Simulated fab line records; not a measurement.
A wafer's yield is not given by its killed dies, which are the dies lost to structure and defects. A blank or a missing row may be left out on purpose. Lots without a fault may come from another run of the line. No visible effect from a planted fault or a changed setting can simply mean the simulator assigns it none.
What tool caused it? + flow gf180mcu + 33 wafers from 11 lots sampled at 3 of the route's 602 steps

## WHAT THE GAUGES SHOWED, per wafer
GF_V3_CD_MEAS_14 targets a cd of 260 nm.
| lot  | measured     | on        | cd nm (nm)                          |
|------|--------------|-----------|-------------------------------------|
| L227 | day 22 04:29 | cd sem-02 | 262.1 262.3 260.8                   |
| L231 | day 23 16:51 | cd sem-02 | 260.6 261.2 260.3                   |
| L234 | day 24 21:25 | cd sem-02 | 242.7 242.3 241.4 242.5 242.6 241.3 |
| L235 | day 25 05:14 | cd sem-02 | 259.9 259.7 259.9                   |
| L236 | day 25 08:51 | cd sem-01 | 247.7 248.8 247.2 247.5 248.7 247.2 |
| L243 | day 27 19:08 | cd sem-01 | 260.3 260.7 260.3                   |
| L244 | day 28 04:11 | cd sem-02 | 258.0 259.0 258.3                   |
| L246 | day 28 18:23 | cd sem-01 | 261.5 262.3 263.1                   |
| L248 | day 29 07:06 | cd sem-02 | 259.8 260.7 259.7                   |
| L249 | day 29 13:44 | cd sem-02 | 261.0 260.5 260.4                   |
| L250 | day 29 19:29 | cd sem-02 | 258.9 259.1 259.0                   |

## TOOL THAT RAN EACH LOT (tool first, then ch and the chambers of the sampled wafers, then the start)
| lot  | GF_V2_CMP_26                  | GF_V3_PEB_12                      |
|------|-------------------------------|-----------------------------------|
| L227 | cmp-01 ch 0,3, day 20 02:46   | litho track-04 ch 0, day 22 04:08 |
| L231 | cmp-01 ch 1,2, day 21 16:59   | litho track-01 ch 0, day 23 16:30 |
| L234 | cmp-02 ch 0,1, day 22 22:23   | litho track-01 ch 0, day 24 21:05 |
| L235 | cmp-02 ch 1,2,3, day 23 07:14 | litho track-02 ch 0, day 25 04:53 |
| L236 | cmp-02 ch 0,1,2, day 23 11:37 | litho track-01 ch 0, day 25 08:30 |
| L243 | cmp-01 ch 1,2,3, day 26 00:40 | litho track-01 ch 0, day 27 18:49 |
| L244 | cmp-01 ch 1,2, day 26 10:41   | litho track-01 ch 0, day 28 03:52 |
| L246 | cmp-01 ch 0,1,2, day 27 00:37 | litho track-02 ch 0, day 28 18:02 |
| L248 | cmp-01 ch 1,2,3, day 27 14:17 | litho track-01 ch 0, day 29 06:45 |
| L249 | cmp-02 ch 0,1,3, day 27 21:25 | litho track-02 ch 0, day 29 13:23 |
| L250 | cmp-01 ch 1,3, day 28 03:24   | litho track-02 ch 0, day 29 19:08 |
- GF_V2_CMP_26: polishes, stops on SiO2, t overpolish 15 s, target thk 0 nm.
- GF_V3_PEB_12: peb time 90 s.

## THE ANSWER, worked out from the rows above alone
Rule: what is usual is taken from the lots themselves. Put in order of their means at a reading, lots are off if they are a third of the lots or fewer, leave a main group of 4 or more, and stand apart from it by a gap of 3 or more times the standard deviation of the main group's means; of several such gaps the widest counts. A main group is skipped when, at the precision printed for the reading in the tables above, its means are all equal. Also off: a lot with no number at a reading for which 4 or more lots have one. Where the step has rows for the other lots, those lots are counted as sound.
Off at GF_V3_CD_MEAS_14 (cd nm): L234, L236. The main group: mean 260.3 nm, standard deviation 1.1.
A tool fits if, at a process step before that reading, it ran every lot that is off, and no sound lot after the first of them. The gauges at GF_V3_CD_MEAS_14 are tried like those tools. None of those tried fits.

## WHAT THE SIMULATOR HAD PUT IN
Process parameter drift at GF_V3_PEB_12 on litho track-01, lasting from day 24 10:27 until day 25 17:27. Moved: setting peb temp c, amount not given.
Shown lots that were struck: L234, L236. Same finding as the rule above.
